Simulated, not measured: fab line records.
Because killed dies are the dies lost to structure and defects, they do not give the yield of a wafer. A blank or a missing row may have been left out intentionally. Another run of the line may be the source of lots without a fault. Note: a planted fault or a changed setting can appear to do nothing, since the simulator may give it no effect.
Which tool did it? || flow gf180mcu || 6 lots, 18 wafers sampled, at 3 steps of a route of 602

== WHAT THE GAUGES SHOWED, per wafer ==
GF_VT_IMPLANT_TW_MEAS_10.
{"lot": "L228", "measured": "day 6 16:01", "on": "film_metro-03", "VT_IMPLANT_TW": "573 570 575"}
{"lot": "L231", "measured": "day 7 10:10", "on": "film_metro-01", "VT_IMPLANT_TW": "555 555 554"}
{"lot": "L236", "measured": "day 8 13:14", "on": "film_metro-01", "VT_IMPLANT_TW": "556 552 558"}
{"lot": "L243", "measured": "day 10 01:58", "on": "film_metro-03", "VT_IMPLANT_TW": "572 571 567"}
{"lot": "L246", "measured": "day 10 20:04", "on": "film_metro-01", "VT_IMPLANT_TW": "555 556 556"}
{"lot": "L248", "measured": "day 11 06:17", "on": "film_metro-03", "VT_IMPLANT_TW": "570 568 572"}

== WHICH TOOL RAN EACH LOT (tool, then ch and the chambers of the sampled wafers, then the start) ==
{"lot": "L228", "GF_STI_ETCH_13": "rie_diel-03 ch 0,1,2, day 2 13:15", "GF_STI_STRIP_15": "plasma_asher-01 ch 0,1, day 2 13:24"}
{"lot": "L231", "GF_STI_ETCH_13": "rie_diel-02 ch 0,1,3, day 3 06:27", "GF_STI_STRIP_15": "plasma_asher-01 ch 0,1, day 3 06:36"}
{"lot": "L236", "GF_STI_ETCH_13": "rie_diel-02 ch 0,2,3, day 4 05:52", "GF_STI_STRIP_15": "plasma_asher-02 ch 0,1, day 4 06:03"}
{"lot": "L243", "GF_STI_ETCH_13": "rie_diel-04 ch 1,2, day 5 16:33", "GF_STI_STRIP_15": "plasma_asher-01 ch 0, day 5 16:42"}
{"lot": "L246", "GF_STI_ETCH_13": "rie_diel-03 ch 0,1,3, day 6 08:30", "GF_STI_STRIP_15": "plasma_asher-03 ch 0,1, day 6 08:39"}
{"lot": "L248", "GF_STI_ETCH_13": "rie_diel-03 ch 0,1,3, day 6 18:28", "GF_STI_STRIP_15": "plasma_asher-03 ch 0,1, day 6 18:37"}
- GF_STI_ETCH_13: etches the open film in CHF3/O2, stops on Si, target depth 282.31 nm, time 112.9 s.
- GF_STI_STRIP_15: strips in O2/N2.

== THE ANSWER, worked out from the rows above alone ==
Rule: usual is defined by the lots themselves. The widest of any qualifying gaps counts: lots, ordered by their means at a reading, are off when they make up no more than a third of the lots, leave a main group of 4 or more, and stand apart from it by 3 or more times the standard deviation of that group's means. The tables above print the reading to a certain number of digits; a main group whose means all agree to those digits is not used. Also off: a lot with no number at a reading for which 4 or more lots have one. Any other lot the step has rows for is counted as sound.
No lot is off on any of the readings shown, so nothing can be concluded from this.

== WHAT WAS PUT IN BY THE SIMULATOR ==
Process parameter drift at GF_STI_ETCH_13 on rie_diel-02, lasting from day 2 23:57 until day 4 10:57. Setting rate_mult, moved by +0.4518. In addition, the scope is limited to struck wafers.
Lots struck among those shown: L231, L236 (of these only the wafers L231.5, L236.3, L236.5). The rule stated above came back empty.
